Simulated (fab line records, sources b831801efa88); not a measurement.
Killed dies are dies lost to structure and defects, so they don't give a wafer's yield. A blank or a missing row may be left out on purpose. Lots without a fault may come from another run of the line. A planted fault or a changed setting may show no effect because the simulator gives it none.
A struck lot beside a sound one | flow sky130 | 16 steps out of a route of 708
Sound: wafers L314.3, L314.4, L314.5. Struck: wafers L308.1, L308.4, L308.5. The cause comes at the end.
At each step with rows: each side's tool, then ch and its chambers, then its first start. Under that, the readings that differ: sound wafers | struck wafers | difference of the means | sigmas: that difference in standard deviations of wafers without a fault.
alike: readings whose means differ by less than 2 such deviations, and words and numbers that are the same on both sides. not compared: withheld readings, readings that some wafer has no value for, bounds like >300 that may hide the same value, and numbers for which the record gives no deviation and whose values overlap.
The two part at a step that has a row with sigmas, a row that says differs or no value, or rows on one side only. Numbers that don't overlap but have no deviation are shown without sigmas and don't part them. A reading that every wafer of one side lacks parts them only if that side has two wafers or more.

SKY_GATE_OXIDE_TW_MEAS_14:
  sound on film_metro-04, day 19 23:43; struck on film_metro-01, day 17 20:51
  reading       | sound             | struck            | difference | sigmas
  GATE_OXIDE_TW | 227.0 227.3 225.9 | 224.2 223.1 223.0 | -3.3       | -3
then, 3 steps without rows for these wafers: SKY_GATE_OXIDE_CLEAN_15 (cleans in SC1/SC2, time 150 s); SKY_GATE_OXIDE_OXIDATION_16 (stabilise 600 s, purge 300 s, target thk 3.57 nm); SKY_POLY_GATE_CVD_00 (deposits poly-Si, target thk 180 nm, time 720 s).
SKY_POLY_GATE_THK_MEAS_01:
  sound on film_metro-03, day 20 03:22; struck on film_metro-03, day 18 00:25
  alike: POLY_GATE_CVD_00_THK
then, 7 steps without rows for these wafers: SKY_RES_PROTECT_DEHYDRATE_00 (time 60 s); SKY_RES_PROTECT_HMDS_01 (prime time 60 s); SKY_RES_PROTECT_COAT_02 (resist thk 1140 nm); SKY_RES_PROTECT_SOFTBAKE_03 (time 60 s); SKY_RES_PROTECT_EXPOSE_04 (exposes mask RPM, target cd 1270 nm); SKY_RES_PROTECT_PEB_05; SKY_RES_PROTECT_DEVELOP_06 (develop time 60 s).
SKY_POLY_GATE_IMPLANT_02:
  sound on implanter-04 ch 0, day 21 10:36; struck on implanter-02 ch 0, day 19 06:09
  reading       | sound                         | struck                          | difference  | sigmas
  beam_on_s (s) | 35.2 34.8 34.9                | 52.1 56.3 55.0                  | +19.5       | +11
  dose_ions_cm2 | 7.693e+15 7.683e+15 7.708e+15 | 1.1814e+16 1.1815e+16 1.183e+16 | +4.1250e+15 | +99 or more
SKY_RES_PROTECT_STRIP_07: strips in O2/N2.
  sound on plasma_asher-03 ch 0,1, day 21 10:44; struck on plasma_asher-02 ch 1, day 19 06:18
  reading                      | sound             | struck            | difference | sigmas
  oes_product_au (a.u.)        | 0.520 0.515 0.514 | 0.492 0.506 0.496 | -0.018     | -4
  strip_time_to_endpoint_s (s) | 23.28 23.30 23.34 | 24.85 24.86 24.83 | +1.54      | +30
  alike: drypump_motor_current_A
  not compared: rf_hours_counter_h
SKY_RES_PROTECT_TW_MEAS_08:
  sound on film_metro-03, day 21 10:49; struck on film_metro-03, day 19 06:24
  alike: POLY_GATE_TW
-- the record jumps here: 29 days lie between the struck wafers' starts before and after (it left off in module RES_PROTECT and takes up again in module PAD_OPEN, whose first step shown is number 708 of the route) --
SKY_PAD_OPEN_PROBE_99:
  sound on prober-01, day 49 21:57; struck on prober-01, day 48 16:35
  reading                          | sound             | struck            | difference | sigmas
  model.etest.res_poly.line_ohm_um | 527.9 515.7 512.6 | 423.8 403.3 416.9 | -104.1     |
  model.etest.licon_poly.rc_ohm    | 156.2 153 154.5   | 109.9 113.6 119.1 | -40.4      |
  model.etest.res_poly.rs_ohm_sq   | 48.34 47.43 47.99 | 38.43 38.37 38.83 | -9.38      |
  alike: killed_at_M0_to_M3, killed_at_M4_up, killed_at_contacts, killed_at_front_end, killed_at_other, killed_dies, killed_open, killed_short

WHERE THEY PART
First at SKY_GATE_OXIDE_TW_MEAS_14; last, within this record, at SKY_RES_PROTECT_STRIP_07. Later steps at which nothing parts them and some readings are alike: SKY_RES_PROTECT_TW_MEAS_08, SKY_PAD_OPEN_PROBE_99.

WHY: what the simulator had put in
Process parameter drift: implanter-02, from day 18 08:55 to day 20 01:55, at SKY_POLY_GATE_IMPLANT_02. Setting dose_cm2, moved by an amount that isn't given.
